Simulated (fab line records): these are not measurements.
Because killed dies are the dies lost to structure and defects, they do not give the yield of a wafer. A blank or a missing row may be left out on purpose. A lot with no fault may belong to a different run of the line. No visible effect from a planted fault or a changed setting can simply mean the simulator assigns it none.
Which tool did it?	flow sky130	Sampling: 11 lots, 33 wafers, 4 of 708 route steps

== WHAT THE GAUGES SHOWED, per wafer ==
SKY_CAPM_THK_MEAS_01.
lot	measured	on	CAPM_CVD_00_THK (nm)
L916	day 36 12:12	film metro-02	15.49 15.85 15.89
L917	day 36 20:54	film metro-02	15.33 15.61 15.80
L920	day 37 19:47	film metro-02	15.21 15.61 15.45
L922	day 38 17:42	film metro-01	15.29 15.78 15.88
L928	day 40 02:53	film metro-04	15.27 15.42 15.39
L932	day 42 02:40	film metro-04	17.07 16.96 17.28 16.99 16.89 17.26
L934	day 42 07:55	film metro-04	15.52 15.87 15.82
L933	day 42 14:55	film metro-02	16.82 17.42 16.85 16.85 17.43 16.90
L936	day 42 17:59	film metro-04	15.85 15.75 15.69
L937	day 43 02:10	film metro-01	15.60 16.02 15.66
L938	day 43 09:29	film metro-02	15.51 15.60 15.70

== TOOL THAT RAN EACH LOT (tool first, then ch and the chambers of the sampled wafers, then the start) ==
lot	SKY_VIA1_SPUTTER_20	SKY_METAL3_SPUTTER_02	SKY_CAPM_CVD_00
L916	pvd sputter-03, day 34 04:21	pvd sputter-04, day 36 12:04	pecvd-03 ch 1,2, day 36 12:11
L917	pvd sputter-03, day 34 13:08	pvd sputter-04, day 36 20:46	pecvd-04 ch 1,2, day 36 20:52
L920	pvd sputter-01, day 35 13:26	pvd sputter-04, day 37 19:38	pecvd-04 ch 1,2, day 37 19:44
L922	pvd sputter-01, day 36 10:35	pvd sputter-02, day 38 17:35	pecvd-02 ch 0,1, day 38 17:41
L928	pvd sputter-03, day 37 21:10	pvd sputter-01, day 40 02:46	pecvd-04 ch 0,1, day 40 02:52
L932	pvd sputter-03, day 39 21:22	pvd sputter-01, day 42 02:32	pecvd-04 ch 0,2, day 42 02:38
L934	pvd sputter-02, day 40 03:50	pvd sputter-01, day 42 07:46	pecvd-02 ch 0,2, day 42 07:53
L933	pvd sputter-01, day 40 10:42	pvd sputter-01, day 42 14:46	pecvd-04 ch 0,1,2, day 42 14:52
L936	pvd sputter-01, day 40 15:07	pvd sputter-01, day 42 17:52	pecvd-03 ch 0,1,2, day 42 17:58
L937	pvd sputter-02, day 40 22:08	pvd sputter-01, day 43 02:01	pecvd-03 ch 0,1, day 43 02:07
L938	pvd sputter-03, day 41 06:11	pvd sputter-01, day 43 09:19	pecvd-03 ch 0,1, day 43 09:26
- SKY_VIA1_SPUTTER_20: material TiN, target thk 20 nm, time 80 s.
- SKY_METAL3_SPUTTER_02: material AlCu, target thk 735 nm, time 39.1 s.
- SKY_CAPM_CVD_00: deposits SiO2, target thk 15.5 nm.

== THE ANSWER, worked out from the rows above alone ==
Rule: the usual values come from the lots themselves. Put in order of their means at a reading, lots are off if they are a third of the lots or fewer, leave a main group of 4 or more, and stand apart from it by a gap of 3 or more times the standard deviation of the main group's means; of several such gaps the widest counts. The tables above print the reading to a certain number of digits; a main group whose means all agree to those digits is not used. Also off: a lot with no number at a reading for which 4 or more lots have one. Where the step has rows for the other lots, those lots are counted as sound.
Off: L932, L933, at SKY_CAPM_THK_MEAS_01 (CAPM_CVD_00_THK). For the main group the mean is 15.62 nm and the standard deviation 0.14.
A tool fits if, at a process step before that reading, it ran every lot that is off, and no sound lot after the first of them. Those tools and the gauges at SKY_CAPM_THK_MEAS_01 are tried in the same way. One fits: pecvd-04 at SKY_CAPM_CVD_00. A fault onset in the window from L928 (day 40 02:52, its last sound lot) to L932 (day 42 02:38, its first lot off) fits.

== WHAT THE SIMULATOR HAD PUT IN ==
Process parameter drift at SKY_CAPM_CVD_00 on pecvd-04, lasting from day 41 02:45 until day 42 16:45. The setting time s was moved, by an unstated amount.
Lots struck among those shown: L932, L933. The rule above reached the same finding.
